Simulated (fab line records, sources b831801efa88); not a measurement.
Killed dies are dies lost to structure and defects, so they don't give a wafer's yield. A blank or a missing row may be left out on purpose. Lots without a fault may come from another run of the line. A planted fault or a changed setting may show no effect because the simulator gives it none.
A struck lot beside a sound one | flow sky130 | 19 steps out of a route of 708
Sound: wafers L177.3, L177.4, L177.6. Struck: wafer L186.3. (L186.4, L186.6 of the same lot were not struck and are left out.) The cause comes at the end.
At each step with rows: each side's tool, then ch and its chambers, then its first start. Under that, the readings that differ: sound wafers | struck wafers | difference of the means | sigmas: that difference in standard deviations of wafers without a fault.
alike: readings whose means differ by less than 2 such deviations, and words and numbers that are the same on both sides. not compared: withheld readings, readings that some wafer has no value for, bounds like >300 that may hide the same value, and numbers for which the record gives no deviation and whose values overlap.
The two part at a step that has a row with sigmas, a row that says differs or no value, or rows on one side only. Numbers that don't overlap but have no deviation are shown without sigmas and don't part them. A reading that every wafer of one side lacks parts them only if that side has two wafers or more.

SKY_CONTACT_ETCH_18: etches Si3N4 in CHF3/O2, stops on TiN, time 39 s, target depth 75 nm.
  sound on rie_diel-02 ch 1,2; struck on rie_diel-02 ch 2
  alike: drypump_motor_current_A, oes_product_au, throttle_valve_pct
  not compared: rf_hours_counter_h
SKY_CONTACT_STRIP_19: strips in O2/N2.
  sound on plasma_asher-03 ch 0,1, day 35 10:25; struck on plasma_asher-02 ch 0, day 38 22:40
  alike: drypump_motor_current_A, oes_product_au, strip_time_to_endpoint_s
  not compared: rf_hours_counter_h
then, 4 steps without rows for these wafers: SKY_CONTACT_STRIP_20 (strips in post etch residue remover, time 1200 s); SKY_CONTACT_CLEAN_21 (cleans in IPA, time 180 s); SKY_CONTACT_CLEAN_22 (cleans in O3/DIW); SKY_CONTACT_SPUTTER_23 (material TiN, target thk 20 nm, time 80 s).
SKY_CONTACT_CVD_24: deposits W, target thk 340 nm, time 102.12 s.
  sound on cvd_w-01 ch 0,1, day 35 11:07; struck on cvd_w-01 ch 0, day 38 23:20
  alike: heater_power_outer_w, heater_power_w
SKY_CONTACT_RS_MEAS_25: measures by four-point-probe.
  sound on film_metro-01, day 35 11:13; struck on film_metro-02, day 38 23:27
  alike: CONTACT_W_RS
SKY_CONTACT_THK_MEAS_26: measures by xrf.
  sound on film_metro-01, day 35 11:19; struck on film_metro-02, day 38 23:33
  alike: CONTACT_W_THK
SKY_CONTACT_CMP_27: polishes, stops on SiO2, t overpolish 15 s, target thk 0 nm.
  sound on cmp-02 ch 0,2, day 35 11:25; struck on cmp-02 ch 1, day 38 23:38
  alike: motor_current_A, overpolish_run_s, retaining_ring_pressure_frac, time_to_endpoint_s
then, 2 steps without rows for these wafers: SKY_METAL1_SPUTTER_00 (material Ti, target thk 15 nm, time 10 s); SKY_METAL1_SPUTTER_01 (material TiN, target thk 20 nm, time 16.7 s).
SKY_METAL1_SPUTTER_02: material AlCu, target thk 250 nm, time 13.3 s.
  sound on pvd_sputter-03, day 35 11:43; struck on pvd_sputter-04, day 38 23:56
  reading                                     | sound             | struck | difference | sigmas
  cathode_dc_power_W (W)                      | 10598 10600 10600 | 12122  | +1523      | +99 or more
  model.AlCu_of_METAL1_SPUTTER_02.thk_nm (nm) | 252.4 254 251.2   | 287.4  | +34.9      |
  alike: throttle_valve_pct
SKY_METAL1_SPUTTER_03: material Ti, target thk 5 nm, time 3.3 s.
  sound on pvd_sputter-03, day 35 11:44; struck on pvd_sputter-04, day 38 23:58
  alike: cathode_dc_power_W, throttle_valve_pct
then, 1 step without rows for these wafers: SKY_METAL1_SPUTTER_04 (material TiN, target thk 70 nm, time 58.3 s).
SKY_METAL1_RS_MEAS_05: measures by four-point-probe.
  sound on film_metro-04, day 35 11:50; struck on film_metro-03, day 39 00:04
  reading                 | sound                | struck | difference | sigmas
  METAL1_ALCU_RS (ohm/sq) | 0.1254 0.1247 0.1262 | 0.1101 | -0.0153    | -13
SKY_METAL1_THK_MEAS_06: measures by xrf.
  sound on film_metro-04, day 35 11:56; struck on film_metro-03, day 39 00:10
  reading              | sound             | struck | difference | sigmas
  METAL1_ALCU_THK (nm) | 254.4 256.0 254.0 | 289.8  | +35.0      | +12
then, 1 step without rows for these wafers: SKY_METAL1_DEHYDRATE_07 (time 60 s).
-- the record jumps here: 13 days lie between the struck wafers' starts before and after (it left off in module METAL1 and takes up again in module PAD_OPEN, whose first step shown is number 708 of the route) --
SKY_PAD_OPEN_PROBE_99:
  sound on prober-02, day 49 13:33; struck on prober-01, day 51 20:19
  reading                      | sound                | struck | difference | sigmas
  defect_limited_yield (%)     | 85.0 85.6 83.3       | 79.3   | -5.3       | -3
  killed_dies                  | 74 71 82             | 102    | +26        | +3
  killed_short                 | 30 32 38             | 48     | +15        | +2
  sort_bin_5_function (%)      | 8.9 8.3 8.9          | 12.4   | +3.7       | +3
  sort_n_pass                  | 418 421 410          | 390    | -26        | -3
  sort_yield_pct (%)           | 85.0 85.6 83.3       | 79.3   | -5.3       | -3
  model.etest.met1.line_ohm_um | 0.889 0.888 0.9124   | 0.7739 | -0.1226    |
  model.etest.met1.rs_ohm_sq   | 0.1273 0.1264 0.1287 | 0.1093 | -0.0182    |
  alike: killed_at_M0_to_M3, killed_at_M4_up, killed_at_contacts, killed_at_front_end, killed_at_other, killed_open, sort_bin_3_pad_short, sort_bin_6_memory

WHERE THEY PART
First at SKY_METAL1_SPUTTER_02; last, within this record, at SKY_PAD_OPEN_PROBE_99.

WHY: what the simulator had put in
Process parameter drift: pvd_sputter-04, from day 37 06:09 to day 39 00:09, at SKY_METAL1_SPUTTER_02. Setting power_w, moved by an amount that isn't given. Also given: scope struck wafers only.
